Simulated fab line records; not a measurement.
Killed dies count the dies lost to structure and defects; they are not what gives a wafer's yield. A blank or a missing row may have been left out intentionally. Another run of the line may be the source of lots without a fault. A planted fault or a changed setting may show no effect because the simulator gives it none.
Chamber matching    flow sky130    4 sister chambers for SKY_FIELD_ISO_ETCH_17 on rieSi-01
The step etches Si in HBr/Cl2/O2, target depth 342 nm, time 97.7 s. 8 wafers are shown with their chamber, then 12 later ones without.

## WAFERS PAIRED WITH THEIR CHAMBERS
wafer   chamber  drypumpMotorCurrentA (A)  oesProductAu (a.u.)
L085.5  0        6.2                       0.994
L086.4  0        6.2                       0.992
L087.3  2        6.0                       1.001
L089.4  1        6.2                       0.993
L089.5  3        5.2                       1.019
L089.6  2        6.1                       1.015
L090.3  3        5.2                       1.018
L090.5  1        6.2                       0.981

## WAFERS WITH NO CHAMBER GIVEN
wafer   drypumpMotorCurrentA (A)  oesProductAu (a.u.)
L093.2  6.2                       0.995
L093.3  5.2                       1.020
L093.5  6.2                       0.988
L094.1  5.1                       1.019
L094.2  6.1                       1.002
L094.5  6.2                       0.999
L095.1  6.0                       1.008
L095.2  6.2                       0.985
L095.5  5.2                       1.024
L097.2  6.1                       1.000
L097.3  6.2                       0.990
L097.4  5.1                       1.024

## CHAMBER TAKEN BY EACH
wafer   from the rows above           in truth
L093.2  can't be placed: 0 or 1       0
L093.3  3                             3
L093.5  can't be placed: 1 or 0       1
L094.1  3                             3
L094.2  can't be placed: 2 or 0 or 1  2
L094.5  can't be placed: 0 or 1       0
L095.1  2                             2
L095.2  can't be placed: 1 or 0       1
L095.5  3                             3
L097.2  can't be placed: 2 or 0 or 1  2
L097.3  can't be placed: 0 or 1       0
L097.4  3                             3
Correct placement for 5 of the 12. Unplaceable from these rows: 7, with the true chamber sitting among the candidates in 7. Placed wrongly: 0.
How it was worked out, from the rows above alone: a wafer's distance from a chamber is the root of the sum, over the readings, of the square of ((its reading less the chamber's mean) divided by the reading's scatter). If the next closest chamber is less than 2 further off than the closest, the wafer can't be placed; otherwise it belongs to the closest. For every chamber, the mean is computed from those of its wafers that are shown. The scatter: take each reading less its chamber's mean, square it, sum over the shown wafers, divide by the number of wafers less the number of chambers, and take the root.
